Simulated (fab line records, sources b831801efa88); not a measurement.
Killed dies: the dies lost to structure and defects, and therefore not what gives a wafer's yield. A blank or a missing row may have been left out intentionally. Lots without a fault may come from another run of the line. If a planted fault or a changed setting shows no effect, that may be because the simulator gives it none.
The tool behind it: which one? ; flow gf180mcu ; 11 lots, 33 wafers sampled, at 7 steps of a route of 602

WHAT THE GAUGES READ, wafer by wafer
GF_POLY_GATE_THK_MEAS_01. Usual: POLY_GATE_CVD_00_THK 200.0 nm, standard deviation 2.2.
lot;measured;on;POLY_GATE_CVD_00_THK (nm);flag
L867;day 10 00:10;film-metro-01;201.6 201.7 201.9;
L868;day 10 01:53;film-metro-03;196.8 197.3 197.0;
L869;day 10 10:10;film-metro-04;196.8 195.3 196.2;
L870;day 10 20:05;film-metro-03;198.5 197.1 198.0;
L872;day 11 04:58;film-metro-01;199.1 200.6 197.9;
L876;day 12 14:23;film-metro-01;200.9 200.8 201.4;
L878;day 13 01:35;film-metro-01;199.0 197.4 199.5;
L880;day 13 16:24;film-metro-03;203.2 200.5 202.9;
L881;day 13 23:51;film-metro-04;196.3 199.2 198.0;
L883;day 14 10:02;film-metro-03;200.1 200.6 198.5;
L885;day 15 04:16;film-metro-03;203.2 202.4 200.9;

GF_POLY_GATE_OVL_MEAS_11. Usual: POLY_GATE_OVL -1 nm, standard deviation 5.3.
lot;measured;on;POLY_GATE_OVL (nm);flag
L867;day 10 18:04;overlay-01;5 2 -5;
L868;day 10 20:08;overlay-02;4 -3 1;
L869;day 11 04:07;overlay-01;-1 -6 2;
L870;day 11 13:34;overlay-02;-2 -5 -3;
L872;day 11 23:43;overlay-02;0 -4 2;
L876;day 13 10:11;overlay-02;3 2 11;
L878;day 13 21:46;overlay-01;-5 0 -8;
L880;day 14 13:46;overlay-01;1 2 0;
L881;day 14 21:25;overlay-01;-1 -1 0;
L883;day 15 07:41;overlay-01;-6 -9 -1;
L885;day 16 01:14;overlay-01;-1 -5 -5;

GF_HV_LDD_OVL_MEAS_32. Usual: HV_LDD_02_OVL -0.1 nm, standard deviation 1.2.
lot;measured;on;HV_LDD_02_OVL (nm);flag
L867;day 13 04:37;overlay-01;-0.5 1.1 0.1;
L868;day 13 09:20;overlay-01;1.6 -0.5 -0.5;
L869;day 13 19:22;overlay-02;-2.6 -0.2 -0.7;
L870;day 14 04:11;overlay-02;1.7 0.2 -0.1;
L872;day 14 14:40;overlay-02;1.5 -1.2 0.8;
L876;day 16 03:14;overlay-02;-1.0 -1.0 -1.4;
L878;day 16 16:07;overlay-02;0.8 -1.0 -1.8;
L880;day 17 10:04;overlay-02;-0.9 -0.7 -1.5;
L881;day 17 20:01;overlay-02;-0.4 -1.3 -1.8;
L883;day 18 06:14;overlay-02;-0.5 1.1 1.7;
L885;day 19 03:07;overlay-01;0.0 -1.9 -2.6;

GF_NSD_TW_MEAS_12. Usual: NSD_TW 4205, standard deviation 43.
lot;measured;on;NSD_TW;flag
L867;day 15 01:57;film-metro-01;4174 4180 4164;
L868;day 15 09:01;film-metro-02;4245 4229 4240;
L869;day 15 17:56;film-metro-04;4256 4254 4245;
L870;day 16 02:51;film-metro-02;4225 4253 4241;
L872;day 16 14:04;film-metro-01;4166 4173 4171;
L876;day 18 04:44;film-metro-02;3817 3834 3805;OFF
L878;day 18 18:04;film-metro-01;3753 3772 3743;OFF
L880;day 19 14:39;film-metro-04;4262 4242 4254;
L881;day 19 23:42;film-metro-01;4198 4192 4173;
L883;day 20 11:35;film-metro-01;4169 4145 4128;
L885;day 21 07:18;film-metro-02;4209 4201 4215;

GF_PSD_RS_MEAS_14: measures by four-point-probe. Usual: NSD_RS 46.12 ohm/sq, standard deviation 0.081.
lot;measured;on;NSD_RS (ohm/sq);flag
L867;day 16 00:21;film-metro-04;46.09 46.18 46.22;
L868;day 16 08:13;film-metro-01;46.24 46.20 46.18;
L869;day 16 16:47;film-metro-02;46.26 46.10 46.21;
L870;day 17 01:19;film-metro-01;46.07 46.04 46.06;
L872;day 17 13:08;film-metro-04;46.13 46.18 46.03;
L876;day 19 05:23;film-metro-02;96.27 97.44 96.55;OFF
L878;day 19 18:27;film-metro-02;95.94 96.77 97.05;OFF
L880;day 20 14:46;film-metro-01;46.18 46.19 46.00;
L881;day 21 00:00;film-metro-04;46.12 46.12 46.24;
L883;day 21 12:14;film-metro-04;46.18 46.10 46.10;
L885;day 22 06:49;film-metro-02;46.16 46.24 46.26;

WHICH TOOL RAN EACH LOT (tool, then ch and the chambers of the sampled wafers, then the start)
lot;GF_NSD_IMPLANT_09;GF_NSD_STRIP_11
L867;implanter-01 ch 0, day 15 01:33;plasma-asher-04 ch 0,1, day 15 01:51
L868;implanter-01 ch 0, day 15 08:38;plasma-asher-01 ch 0,1, day 15 08:55
L869;implanter-04 ch 0, day 15 17:34;plasma-asher-03 ch 0,1, day 15 17:50
L870;implanter-03 ch 0, day 16 02:28;plasma-asher-01 ch 0,1, day 16 02:44
L872;implanter-03 ch 0, day 16 13:40;plasma-asher-01 ch 0,1, day 16 13:58
L876;implanter-03 ch 0, day 18 04:22;plasma-asher-04 ch 0,1, day 18 04:38
L878;implanter-03 ch 0, day 18 17:40;plasma-asher-04 ch 0,1, day 18 17:58
L880;implanter-04 ch 0, day 19 14:15;plasma-asher-01 ch 0,1, day 19 14:33
L881;implanter-01 ch 0, day 19 23:18;plasma-asher-01 ch 0,1, day 19 23:36
L883;implanter-04 ch 0, day 20 11:13;plasma-asher-01 ch 0,1, day 20 11:29
L885;implanter-04 ch 0, day 21 06:55;plasma-asher-01 ch 0,1, day 21 07:11
- GF_NSD_IMPLANT_09
- GF_NSD_STRIP_11: strips in O2/N2.

AS READ BY THE TOOLS THEMSELVES (means over the sampled wafers that have a number; for cases with no such wafer, the mark the record gives instead)
GF_NSD_IMPLANT_09. Usual: beam-on-s 18.0 s, standard deviation 1.1; dose-ions-cm2 4e+15, standard deviation 4.4e+12; end-station-pressure-torr 1.34e-05 Torr, standard deviation 9.3e-07; faraday-current-uA 12193, standard deviation 760.
lot;tool;beam-on-s (s);dose-ions-cm2;end-station-pressure-torr (Torr);faraday-current-uA;flag
L867;implanter-01;16.6;4e+15;1.47e-05;13178;
L868;implanter-01;16.2;4e+15;1.39e-05;13385;
L869;implanter-04;19.2;4e+15;1.27e-05;11423;
L870;implanter-03;18.2;4e+15;1.39e-05;12084;
L872;implanter-03;18.2;4e+15;1.34e-05;12070;
L876;implanter-03;10.1;4e+14;6.77e-06;2215;OFF
L878;implanter-03;10.3;4e+14;6.57e-06;2181;OFF
L880;implanter-04;19.3;4e+15;1.25e-05;11355;
L881;implanter-01;16.6;4e+15;1.37e-05;13129;
L883;implanter-04;19.1;4e+15;1.25e-05;11480;
L885;implanter-04;19.0;4e+15;1.28e-05;11558;

GF_NSD_STRIP_11. Usual: drypump-motor-current-A 5.9 A, standard deviation 0.3; heater-power-w 313 W, standard deviation 25; oes-product-au 0.486 a.u., standard deviation 0.0041; strip-time-to-endpoint-s 22.95 s, standard deviation 0.042.
lot;tool;drypump-motor-current-A (A);heater-power-w (W);oes-product-au (a.u.);strip-time-to-endpoint-s (s);flag
L867;plasma-asher-04;5.4;312;0.486;22.94;
L868;plasma-asher-01;5.9;317;0.484;22.94;
L869;plasma-asher-03;5.9;319;0.486;22.95;
L870;plasma-asher-01;5.9;298;0.485;22.91;
L872;plasma-asher-01;5.9;302;0.493;22.92;
L876;plasma-asher-04;5.4;313;0.604;15.64;OFF
L878;plasma-asher-04;5.4;316;0.605;15.73;OFF
L880;plasma-asher-01;5.9;325;0.485;22.94;
L881;plasma-asher-01;5.9;298;0.487;22.94;
L883;plasma-asher-01;5.9;300;0.489;23.02;
L885;plasma-asher-01;5.9;297;0.488;23.00;

THE ANSWER, worked out from the rows above alone
Rule: a lot is off if the mean of its wafers that have a number lies more than 3 standard deviations from the usual mean. A lot without any number at a reading at which 4 lots or more have one is off too. All remaining lots with rows at the step are treated as sound. First the gauges in route order, then the tools' own readings, where a lot's mean is used as printed above. At the first step where some lot is off, the reading lying furthest off is the one used; lots without a number count as furthest.
Off: at GF_NSD_TW_MEAS_12 (NSD_TW), L876, L878.
A tool fits if, at a process step before that reading, it ran every lot that is off, and no sound lot after the first of them. The gauges at GF_NSD_TW_MEAS_12 aren't tried: what is off there is off at GF_NSD_IMPLANT_09 too, on other tools, and a gauge's error can't cause that. Undecided on this evidence; 2 tools fit (implanter-03 at GF_NSD_IMPLANT_09, plasma-asher-04 at GF_NSD_STRIP_11).

WHAT WAS PUT IN BY THE SIMULATOR
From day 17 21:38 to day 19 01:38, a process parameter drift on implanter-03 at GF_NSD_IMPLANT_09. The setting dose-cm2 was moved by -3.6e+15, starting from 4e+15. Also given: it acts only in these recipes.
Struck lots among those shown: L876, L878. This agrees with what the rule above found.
